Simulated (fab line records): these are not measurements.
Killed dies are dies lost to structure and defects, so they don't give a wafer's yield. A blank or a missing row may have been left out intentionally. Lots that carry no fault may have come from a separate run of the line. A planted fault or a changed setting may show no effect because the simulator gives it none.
A lot that was struck, set against a sound lot || flow sky130 || 18 out of 708 route steps
Sound: these wafers, L815.1, L815.3, L815.6. Wafers L821.2, L821.4, L821.5 were the ones struck. The cause comes at the end.
Each step with rows lists, per side, the tool, then ch with its chambers, then its first start. Under that, the readings that differ: sound wafers || struck wafers || difference of the means || sigmas: that difference in standard deviations of wafers without a fault.
alike: same words and numbers on both sides, and readings whose means sit less than 2 such deviations apart. not compared: any withheld reading, any reading some wafer has no value for, any bound like >300 that may hide the same value, and any number with overlapping values for which the record gives no deviation.
The two part at a step that has a row with sigmas, a row that says differs or no value, or rows on one side only. Numbers that have no deviation but don't overlap get no sigmas and don't part them. A reading missing from all wafers of one side parts the sides only when that side holds two or more wafers.

first, 1 step without rows for these wafers: SKY_VT_ADJUST_PCH_IMPLANT_08.
SKY_VT_ADJUST_PCH_STRIP_09: strips in O2/N2.
  sound on plasma_asher-02 ch 0, day 9 17:17; struck on plasma_asher-02 ch 0,1, day 10 19:47
  alike: drypump_motor_current_A, oes_product_au, strip_time_to_endpoint_s
  not compared: rf_hours_counter_h
SKY_VT_ADJUST_PCH_TW_MEAS_10:
  sound on film_metro-02 at day 9 17:26; struck on film_metro-02 at day 10 19:54
  alike: VT_ADJUST_PCH_TW
then, 7 steps without rows for these wafers: SKY_SONOS_TUNNEL_DEHYDRATE_00 (time 60 s); SKY_SONOS_TUNNEL_HMDS_01 (prime time 60 s); SKY_SONOS_TUNNEL_COAT_02 (resist thk 1140 nm); SKY_SONOS_TUNNEL_SOFTBAKE_03 (time 60 s); SKY_SONOS_TUNNEL_EXPOSE_04 (exposes mask TUNM, target cd 410 nm); SKY_SONOS_TUNNEL_PEB_05; SKY_SONOS_TUNNEL_DEVELOP_06 (develop time 60 s).
SKY_SONOS_TUNNEL_CD_MEAS_07: the cd target is 410 nm.
  sound on cd_sem-02 at day 10 08:34; struck on cd_sem-01 at day 11 16:56
  alike: cd_nm
SKY_SONOS_TUNNEL_OVL_MEAS_08:
  sound on overlay-02 at day 10 08:41; struck on overlay-02 at day 11 17:02
  alike: SONOS_TUNNEL_OVL
SKY_SONOS_TUNNEL_IMPLANT_09:
  sound on implanter-02 ch 0, day 10 08:43; struck on implanter-02 ch 0, day 11 17:25
then, 2 steps without rows for these wafers: SKY_SONOS_TUNNEL_WET_ETCH_10 (etches SiO2 in dHF, target depth 14 nm, time 280 s); SKY_SONOS_TUNNEL_STRIP_11 (strips in SPM, time 600 s).
SKY_SONOS_TUNNEL_TW_MEAS_12:
  sound on film_metro-02 at day 10 09:08; struck on film_metro-02 at day 11 17:49
{"reading": "SONOS_TUNNEL_TW", "sound": "195.1 195.0 194.5", "struck": "239.2 237.9 238.3", "difference": "+43.6", "sigmas": "+23"}
then, 1 step without rows for these wafers: SKY_SONOS_TUNNEL_CLEAN_13 (cleans in dHF, time 20 s).
-- a jump in the record: the struck wafers' starts before and after are 34 days apart (it breaks off in module SONOS_TUNNEL and resumes in module PAD_OPEN, where the first step shown is number 708 of the route) --
SKY_PAD_OPEN_PROBE_99:
  sound on prober-01 at day 44 19:05; struck on prober-02 at day 45 22:52
{"reading": "model.etest.tip_sonos.rs_ohm_sq", "sound": "2672 2658 2667", "struck": "2884 2912 2870", "difference": "+223", "sigmas": ""}
{"reading": "model.etest.sonos_uncharged.r_on_ohm_um", "sound": "799.3 796.4 823", "struck": "864.1 866.1 872.1", "difference": "+61.2", "sigmas": ""}
{"reading": "model.etest.sonos_erased.drive_ua_um", "sound": "180.3 187.3 225.1", "struck": "157.7 158.5 164.7", "difference": -37.3, "sigmas": ""}
{"reading": "model.etest.sonos_baked.vt_v (V)", "sound": "0.9102 0.9859 0.9733", "struck": "1.215 1.162 1.175", "difference": "+0.228", "sigmas": ""}
{"reading": "model.etest.sonos_programmed.vt_v (V)", "sound": "1.426 1.415 1.45", "struck": "1.729 1.614 1.728", "difference": "+0.260", "sigmas": ""}
{"reading": "model.etest.sonos_uncharged.vt_v (V)", "sound": "-0.4235 -0.445 -0.4282", "struck": "-0.2213 -0.1857 -0.1725", "difference": "+0.2391", "sigmas": ""}
{"reading": "model.etest.sonos_erased.vt_v (V)", "sound": "-2.316 -2.308 -2.336", "struck": "-2.026 -1.975 -1.995", "difference": "+0.321", "sigmas": ""}
  alike: killed_at_M0_to_M3, killed_at_M4_up, killed_at_contacts, killed_at_front_end, killed_at_other, killed_dies, killed_open, killed_short

## WHERE THEY PART
SKY_SONOS_TUNNEL_TW_MEAS_12 only, going by this record. Later steps at which nothing parts them and some readings are alike: SKY_PAD_OPEN_PROBE_99.

WHY: whatever the simulator had introduced
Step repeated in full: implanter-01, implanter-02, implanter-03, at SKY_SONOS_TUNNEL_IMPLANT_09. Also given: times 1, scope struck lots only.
